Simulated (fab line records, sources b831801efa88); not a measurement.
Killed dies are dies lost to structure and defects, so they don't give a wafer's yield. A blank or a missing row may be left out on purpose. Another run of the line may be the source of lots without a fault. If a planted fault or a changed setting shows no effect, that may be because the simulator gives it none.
Which tool was responsible? ; flow gf180mcu ; 42 wafers from 14 lots sampled at 2 of the route's 602 steps

WHAT THE GAUGES SHOWED, per wafer
GF_CONTACT_THK_MEAS_26: measures by xrf. Usual: CONTACT_W_THK 302 nm, standard deviation 3.4.
lot;measured;on;CONTACT_W_THK (nm);flag
L235;day 16 00:43;film_metro-02;306 305 304;
L236;day 16 11:23;film_metro-02;309 305 305;
L239;day 17 10:39;film_metro-04;303 304 302;
L241;day 18 05:23;film_metro-03;297 296 295;
L242;day 18 16:11;film_metro-04;303 303 303;
L243;day 19 03:51;film_metro-04;308 304 308;
L244;day 19 10:23;film_metro-03;300 299 299;
L245;day 20 01:55;film_metro-02;307 304 311;
L247;day 20 13:24;film_metro-04;295 301 301;
L248;day 20 21:09;film_metro-04;300 299 297;
L254;day 22 22:54;film_metro-04;299 298 302;
L255;day 23 08:51;film_metro-02;307 301 303;
L256;day 23 12:43;film_metro-03;302 302 304;
L258;day 24 04:55;film_metro-04;295 296 297;

WHAT TOOL EACH LOT RAN ON (gives the tool, then ch and the chambers of the sampled wafers, and finally the start)
lot;GF_NWELL_DEVELOP_06
L235;litho_track-01 ch 0, day 3 09:00
L236;litho_track-04 ch 0, day 3 14:00
L239;litho_track-04 ch 0, day 4 05:00
L241;litho_track-04 ch 0, day 4 15:00
L242;litho_track-01 ch 0, day 4 21:00
L243;litho_track-02 ch 0, day 5 01:00
L244;litho_track-04 ch 0, day 5 07:00
L245;litho_track-04 ch 0, day 5 14:00
L247;litho_track-02 ch 0, day 5 23:00
L248;litho_track-04 ch 0, day 6 05:00
L254;litho_track-04, day 7 14:00
L255;litho_track-02, day 7 20:00
L256;litho_track-02 ch 0, day 8 00:00
L258;litho_track-04 ch 0, day 8 12:00
- GF_NWELL_DEVELOP_06: develop time 60 s.

WHAT THE TOOLS THEMSELVES READ (means of the sampled wafers that have a number; where no wafer has one, the mark that the record gives instead)
GF_NWELL_DEVELOP_06. Usual: chill_plate_temp_C 22.97 C, standard deviation 0.1.
lot;tool;chill_plate_temp_C (C);flag
L235;litho_track-01;22.94;
L236;litho_track-04;22.95;
L239;litho_track-04;22.95;
L241;litho_track-04;22.91;
L242;litho_track-01;22.91;
L243;litho_track-02;23.08;
L244;litho_track-04;22.98;
L245;litho_track-04;23.06;
L247;litho_track-02;23.03;
L248;litho_track-04;22.98;
L254;litho_track-04;-;OFF
L255;litho_track-02;-;OFF
L256;litho_track-02;22.93;
L258;litho_track-04;22.95;

THE ANSWER, worked out from the rows above alone
Rule: take the mean of a lot's wafers that have a number; if it is more than 3 standard deviations from the usual mean, the lot is off. A lot without any number at a reading at which 4 lots or more have one is off too. All remaining lots with rows at the step are treated as sound. After the gauges, taken in route order, come the tools' own readings; for these a lot's mean is taken, as printed above. At the first step where some lot is off, the reading lying furthest off is the one used; lots without a number count as furthest.
Off, at GF_NWELL_DEVELOP_06 on chill_plate_temp_C: L254, L255. Without a number there: L254, L255.
A tool fits if, at that step or a process step before it, it ran every lot that is off, and no sound lot after the first of them. Not one of the candidates tried fits.

WHAT THE SIMULATOR HAD INSERTED
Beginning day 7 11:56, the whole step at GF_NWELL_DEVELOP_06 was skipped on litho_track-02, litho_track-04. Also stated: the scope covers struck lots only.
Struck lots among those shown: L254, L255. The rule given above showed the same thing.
